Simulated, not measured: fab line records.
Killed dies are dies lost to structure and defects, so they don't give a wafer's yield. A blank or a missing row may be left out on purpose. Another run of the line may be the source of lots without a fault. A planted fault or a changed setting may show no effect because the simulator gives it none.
Struck lot and sound lot, side by side / flow sfqLine / 14 out of 325 route steps
Sound: these wafers, L142.2, L142.3, L142.6. The struck wafers were L133.2, L133.4, L133.5. Last of all comes the cause.
At each step with rows: each side's tool, then ch and its chambers, then its first start. Under that, the readings that differ: sound wafers / struck wafers / difference of the means / sigmas: that difference in standard deviations of wafers without a fault.
alike: a reading whose means differ by less than 2 such deviations, as well as words and numbers matching on both sides. not compared: withheld readings; readings where some wafer has no value; bounds like >300 that might hide an equal value; numbers whose values overlap and for which the record gives no deviation.
A row with sigmas, a row that says differs or no value, or rows on one side alone: a step with any of these is where the two part. Numbers that don't overlap but have no deviation are shown without sigmas and don't part them. A reading that every wafer of one side lacks parts them only if that side has two wafers or more.

SFQ_TRILAYER_M0_BARC_OPEN_METAL_ETCH_031: etches BARC in O2, target depth 125 nm, time 41.7 s.
  sound on rieMetal-03 ch 0,1, day 16 09:13; struck on rieMetal-04 ch 0,1, day 13 05:50
  alike: drypumpMotorCurrentA, oesProductAu
  not compared: rfHoursCounterH
then, 1 step without rows for these wafers: SFQ_TRILAYER_M0_ETCH_METAL_ETCH_024 (etches Nb in Cl2/Ar, stops on SiO2, target depth 240 nm, time 120 s).
SFQ_TRILAYER_M0_STRIP_STRIP_025: strips in O2.
  sound on rieMetal-03 ch 0,1, day 16 09:25; struck on rieMetal-04 ch 0,1, day 13 06:01
reading=platenTempC (C); sound=39.99 39.93 39.83; struck=40.11 40.07 40.17; difference=+0.20; sigmas=+2
  alike: drypumpMotorCurrentA, oesProductAu
  not compared: rfHoursCounterH
then, 1 step without rows for these wafers: SFQ_TRILAYER_M0_STRIP_SOLV_CLEAN_026 (cleans in NMP, time 600 s).
SFQ_TRILAYER_I0_DEP_PECVD_027: deposits SiO2 from SiH4/N2O, time 111.11 s, target thk 500 nm.
  sound on pecvd-01 ch 0,1,2, day 16 10:11; struck on pecvd-04 ch 0,2, day 13 06:47
  alike: heaterPowerW, showerheadVppV, throttleValvePct
SFQ_TRILAYER_I0_CMP_CMP_028: polishes SiO2.
  sound on cmp-01 ch 2,3, day 16 10:16; struck on cmp-01 ch 0,1,2, day 13 12:30
reading=timeToEndpointS (s); sound=218 214 217; struck=226 236 232; difference=+15; sigmas=+2
  alike: headPressurePsi, motorCurrentA
SFQ_I0_BOW_MEAS_907:
  struck on filmMetro-04, day 13 15:31; sound on filmMetro-04, day 16 13:17
  alike: I0_BOW
SFQ_TRILAYER_I0_METRO_MEASURE_029:
  struck on filmMetro-04, day 13 15:49; sound on filmMetro-04, day 16 13:35
  alike: thkNm
then, 4 steps without rows for these wafers: SFQ_TRILAYER_I0_VIA_LITHO_COAT_036 (resist thk 62 nm); SFQ_TRILAYER_I0_VIA_LITHO_COAT_031 (resist thk 650 nm); SFQ_TRILAYER_I0_VIA_LITHO_SOFTBAKE_035; SFQ_TRILAYER_I0_VIA_LITHO_EXPOSE_032 (exposes mask I0, target cd 500 nm).
-- the record jumps here: 5 days lie between the struck wafers' starts before and after --
SFQ_TRILAYER_I0_VIA_LITHO_PEB_034: peb time 60 s.
  sound on lithoTrack-01 ch 0, day 22 17:31; struck on lithoTrack-02 ch 0, day 19 01:50
reading=heaterPowerTotalW (W); sound=79.25 79.26 79.06; struck=71.87 71.78 71.88; difference=-7.35; sigmas=-99 or more
reading=plateTempC (C); sound=114.79 114.70 115.01; struck=107.03 106.79 106.93; difference=-7.92; sigmas=-53
then, 1 step without rows for these wafers: SFQ_TRILAYER_I0_VIA_LITHO_DEVELOP_033 (time 60 s).

== WHERE THEY PART ==
Earliest at SFQ_TRILAYER_M0_STRIP_STRIP_025; latest, in this record, at SFQ_TRILAYER_I0_VIA_LITHO_PEB_034.

WHY: the cause the simulator had injected
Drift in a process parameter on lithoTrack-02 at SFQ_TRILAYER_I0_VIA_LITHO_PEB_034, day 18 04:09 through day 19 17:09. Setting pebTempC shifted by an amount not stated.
